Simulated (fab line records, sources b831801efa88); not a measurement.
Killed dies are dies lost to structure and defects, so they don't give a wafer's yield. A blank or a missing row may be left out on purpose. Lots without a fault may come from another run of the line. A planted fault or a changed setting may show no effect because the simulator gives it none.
Which tool did it? | flow gf180mcu | 15 lots, 45 wafers sampled, at 3 steps of a route of 602

WHAT THE GAUGES READ, wafer by wafer
GF_HV_LDD_TW_MEAS_50.
lot  | measured     | on            | HV_LDD_4_TW
L389 | day 12 08:08 | film_metro-04 | 565.8 567.0 565.3
L392 | day 13 10:08 | film_metro-04 | 564.0 567.6 566.8
L393 | day 13 18:43 | film_metro-01 | 561.3 558.3 559.7
L395 | day 14 05:40 | film_metro-03 | 565.1 561.2 565.2
L397 | day 15 09:02 | film_metro-01 | 571.1 565.5 566.9
L404 | day 17 15:10 | film_metro-01 | 569.3 565.5 565.5
L405 | day 17 23:20 | film_metro-04 | 563.3 564.0 564.6
L407 | day 18 07:22 | film_metro-03 | 568.0 569.2 567.3
L408 | day 18 17:06 | film_metro-03 | 566.5 565.2 565.0
L409 | day 18 23:31 | film_metro-03 | 563.3 566.0 566.5
L410 | day 19 04:52 | film_metro-03 | 564.1 562.6 564.3
L412 | day 20 01:29 | film_metro-01 | 566.2 564.4 566.9

GF_V1_RS_MEAS_24: measures by four-point-probe.
lot  | measured     | on            | V1_W_RS (ohm/sq)
L389 | day 18 01:32 | film_metro-02 | 0.326 0.327 0.328
L392 | day 19 09:48 | film_metro-04 | 0.326 0.329 0.329
L393 | day 19 20:31 | film_metro-02 | 0.329 0.326 0.335
L395 | day 20 08:42 | film_metro-01 | 0.329 0.330 0.328
L397 | day 21 12:10 | film_metro-01 | 0.326 0.327 0.326
L404 | day 23 19:39 | film_metro-02 | 0.331 0.331 0.334
L405 | day 24 04:26 | film_metro-02 | 0.325 0.328 0.326
L407 | day 24 11:52 | film_metro-02 | 0.331 0.329 0.333
L408 | day 24 21:53 | film_metro-02 | 0.332 0.329 0.331
L409 | day 25 07:23 | film_metro-01 | 0.326 0.323 0.328
L410 | day 25 07:47 | film_metro-01 | 0.324 0.329 0.326
L412 | day 26 02:53 | film_metro-04 | 0.327 0.320 0.324

WHICH TOOL RAN EACH LOT (tool, then ch and the chambers of the sampled wafers, then the start)
lot  | GF_DUAL_GATE_DEVELOP_10
L389 | litho_track-03 ch 0, day 8 06:18
L392 | litho_track-03 ch 0, day 9 05:25
L393 | litho_track-03 ch 0, day 9 13:15
L395 | litho_track-02 ch 0, day 9 23:30
L397 | litho_track-02 ch 0, day 10 21:42
L398 | litho_track-01, day 10 21:44
L399 | litho_track-01, day 11 08:31
L400 | litho_track-01, day 11 13:34
L404 | litho_track-03 ch 0, day 12 20:01
L405 | litho_track-02 ch 0, day 12 23:15
L407 | litho_track-02 ch 0, day 13 11:16
L408 | litho_track-01 ch 0, day 13 20:43
L409 | litho_track-01 ch 0, day 14 02:22
L410 | litho_track-02 ch 0, day 14 07:18
L412 | litho_track-01 ch 0, day 15 00:56
- GF_DUAL_GATE_DEVELOP_10: develop time 60 s.

WHAT THE TOOLS THEMSELVES READ (means of the sampled wafers that have a number; where no wafer has one, the mark that the record gives instead)
GF_DUAL_GATE_DEVELOP_10.
lot  | tool           | chill_plate_temp_C (C)
L389 | litho_track-03 | 22.97
L392 | litho_track-03 | 23.10
L393 | litho_track-03 | 22.93
L395 | litho_track-02 | 23.05
L397 | litho_track-02 | 23.01
L398 | litho_track-01 | -
L399 | litho_track-01 | -
L400 | litho_track-01 | -
L404 | litho_track-03 | 22.86
L405 | litho_track-02 | 23.03
L407 | litho_track-02 | 23.00
L408 | litho_track-01 | 23.06
L409 | litho_track-01 | 22.92
L410 | litho_track-02 | 23.02
L412 | litho_track-01 | 22.99

THE ANSWER, worked out from the rows above alone
Rule: what is usual is taken from the lots themselves. Put in order of their means at a reading, lots are off if they are a third of the lots or fewer, leave a main group of 4 or more, and stand apart from it by a gap of 3 or more times the standard deviation of the main group's means; of several such gaps the widest counts. A main group whose means are all the same, to the digits that the tables above print for the reading, isn't used. A lot without any number at a reading at which 4 lots or more have one is off too. The other lots that the step has rows for count as sound. The gauges are gone through in route order, then the tools' own readings, and for those a lot's mean is taken as printed above. The first step at which some lot is off is used, and at that step the reading that is off furthest; a lot without a number counts as furthest.
Off: L398, L399, L400, at GF_DUAL_GATE_DEVELOP_10 (chill_plate_temp_C). Without a number there: L398, L399, L400. The main group: mean 23.00 C, standard deviation 0.064.
A tool fits if, at that step or a process step before it, it ran every lot that is off, and no sound lot after the first of them. None of those tried fits.

WHAT THE SIMULATOR HAD PUT IN
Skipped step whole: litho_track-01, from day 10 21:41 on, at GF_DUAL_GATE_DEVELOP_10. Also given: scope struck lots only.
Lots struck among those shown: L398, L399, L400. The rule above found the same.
